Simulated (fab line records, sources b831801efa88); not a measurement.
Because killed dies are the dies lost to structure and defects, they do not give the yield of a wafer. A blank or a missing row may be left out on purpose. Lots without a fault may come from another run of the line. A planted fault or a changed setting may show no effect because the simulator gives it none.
Which tool was responsible?	flow gf180mcu	12 lots, 35 wafers sampled, at 4 steps of a route of 602

WHAT EACH GAUGE READ, for each wafer
GF_VT_IMPLANT_TW_MEAS_21.
lot	measured	on	VT_IMPLANT_2_TW
L623	day 6 19:49	filmMetro-01	1219 1217 1220
L624	day 7 02:19	filmMetro-02	1196 1190 1188
L625	day 7 06:40	filmMetro-02	1186 1194 1194
L626	day 7 12:24	filmMetro-01	1210 1205 1201
L627	day 7 19:42	filmMetro-02	1187 1189 1194
L629	day 8 11:11	filmMetro-01	1207 1208 1209
L630	day 8 17:57	filmMetro-02	1110 1199 1109
L632	day 9 07:40	filmMetro-02	1102 1191 1190
L633	day 9 11:47	filmMetro-01	1215 1121
L634	day 9 17:40	filmMetro-02	1187 1193 1192
L643	day 12 01:22	filmMetro-02	1199 1198 1196
L644	day 12 10:42	filmMetro-02	1200 1197 1199

TOOL THAT RAN EACH LOT (tool first, then ch and the chambers of the sampled wafers, then the start)
lot	GF_STI_CMP_25	GF_NWELL_STRIP_10	GF_VT_IMPLANT_IMPLANT_19
L623	cmp-01 ch 0,1, day 2 15:22	plasmaAsher-02 ch 0,1, day 3 20:09	implanter-02 ch 0, day 6 19:34
L624	cmp-02 ch 0,1,2, day 2 20:00	plasmaAsher-04 ch 0,1, day 4 00:23	implanter-03 ch 0, day 7 02:06
L625	cmp-02 ch 0,1, day 3 00:18	plasmaAsher-01 ch 0,1, day 4 05:37	implanter-02 ch 0, day 7 06:25
L626	cmp-02 ch 0,1, day 3 05:36	plasmaAsher-02 ch 0,1, day 4 10:39	implanter-03 ch 0, day 7 12:09
L627	cmp-02 ch 2,3, day 3 10:08	plasmaAsher-02 ch 0,1, day 4 15:48	implanter-02 ch 0, day 7 19:27
L629	cmp-02 ch 0,1,3, day 3 21:23	plasmaAsher-01 ch 0,1, day 5 03:57	implanter-03 ch 0, day 8 10:55
L630	cmp-01 ch 0,3, day 4 02:25	plasmaAsher-04 ch 0,1, day 5 10:48	implanter-03 ch 0, day 8 17:42
L632	cmp-01 ch 0,2,3, day 4 15:28	plasmaAsher-04 ch 0,1, day 5 22:40	implanter-03 ch 0, day 9 07:25
L633	cmp-01 ch 2,3, day 4 18:14	plasmaAsher-01 ch 0,1, day 6 02:10	implanter-03 ch 0, day 9 11:36
L634	cmp-01 ch 0,2,3, day 4 23:31	plasmaAsher-02 ch 0,1, day 6 07:11	implanter-04 ch 0, day 9 17:27
L643	cmp-02 ch 0,1, day 6 21:01	plasmaAsher-02 ch 0,1, day 8 07:09	implanter-03 ch 0, day 12 01:07
L644	cmp-01 ch 0,1,2, day 7 02:13	plasmaAsher-01 ch 0,1, day 8 13:48	implanter-04 ch 0, day 12 10:27
- GF_STI_CMP_25: polishes, stops on Si3N4, t overpolish 33 s, target thk 524.6 nm.
- GF_NWELL_STRIP_10: strips in O2/N2.
- GF_VT_IMPLANT_IMPLANT_19

AS READ BY THE TOOLS THEMSELVES (means over the sampled wafers that have a number; for cases with no such wafer, the mark the record gives instead)
GF_STI_CMP_25.
lot	tool	motorCurrentA (A)	overpolishRunS (s)	timeToEndpointS (s)
L623	cmp-01	12.6	32.999	127
L624	cmp-02	11.8	33.002	126
L625	cmp-02	11.5	33.001	129
L626	cmp-02	11.3	32.999	128
L627	cmp-02	12.3	33.005	119
L629	cmp-02	11.2	32.999	123
L630	cmp-01	12.7	33.004	128
L632	cmp-01	12.0	32.995	128
L633	cmp-01	10.8	33.001	126
L634	cmp-01	11.7	33.001	125
L643	cmp-02	11.0	33.011	125
L644	cmp-01	13.1	32.999	120

GF_NWELL_STRIP_10.
lot	tool	drypumpMotorCurrentA (A)	heaterPowerW (W)	oesProductAu (a.u.)	stripTimeToEndpointS (s)
L623	plasmaAsher-02	5.7	378	0.724	36.81
L624	plasmaAsher-04	5.6	321	0.729	36.93
L625	plasmaAsher-01	6.6	364	0.723	36.93
L626	plasmaAsher-02	5.2	420	0.720	37.07
L627	plasmaAsher-02	5.7	378	0.721	36.88
L629	plasmaAsher-01	6.4	364	0.724	36.96
L630	plasmaAsher-04	5.7	308	0.723	37.04
L632	plasmaAsher-04	5.7	302	0.719	37.12
L633	plasmaAsher-01	6.5	364	0.718	37.14
L634	plasmaAsher-02	5.2	416	0.725	36.82
L643	plasmaAsher-02	5.2	413	0.722	36.98
L644	plasmaAsher-01	6.6	359	0.727	36.96

GF_VT_IMPLANT_IMPLANT_19.
lot	tool	beamOnS (s)	faradayCurrentUA	tiltDeg (degrees)
L623	implanter-02	9.93	24.8	7.026
L624	implanter-03	9.95	24.6	6.999
L625	implanter-02	9.91	24.7	7.016
L626	implanter-03	10.11	24.3	6.988
L627	implanter-02	10.11	24.3	7.006
L629	implanter-03	9.99	24.6	7.004
L630	implanter-03	8.42	29.5	7.016
L632	implanter-03	9.19	27.1	7.001
L633	implanter-03	9.04	27.6	6.988
L634	implanter-04	10.19	24.1	6.947
L643	implanter-03	9.95	24.6	7.007
L644	implanter-04	10.05	24.4	6.973

THE ANSWER, worked out from the rows above alone
Rule: the lots themselves supply what counts as usual. Put in order of their means at a reading, lots are off if they are a third of the lots or fewer, leave a main group of 4 or more, and stand apart from it by a gap of 3 or more times the standard deviation of the main group's means; of several such gaps the widest counts. Not used: any main group whose means are identical at the precision the tables above print for the reading. Also off: a lot with no number at a reading for which 4 or more lots have one. Where the step has rows for the other lots, those lots are counted as sound. The gauges are gone through in route order, then the tools' own readings, and for those a lot's mean is taken as printed above. The first step at which some lot is off is used, and at that step the reading that is off furthest; a lot without a number counts as furthest.
Off: L630, L632, L633, at GF_VT_IMPLANT_IMPLANT_19 (faradayCurrentUA). Main group: mean 24.5, sd 0.21.
A tool fits if, at that step or a process step before it, it ran every lot that is off, and no sound lot after the first of them. Of those tried, none fits.

WHAT THE SIMULATOR PUT IN
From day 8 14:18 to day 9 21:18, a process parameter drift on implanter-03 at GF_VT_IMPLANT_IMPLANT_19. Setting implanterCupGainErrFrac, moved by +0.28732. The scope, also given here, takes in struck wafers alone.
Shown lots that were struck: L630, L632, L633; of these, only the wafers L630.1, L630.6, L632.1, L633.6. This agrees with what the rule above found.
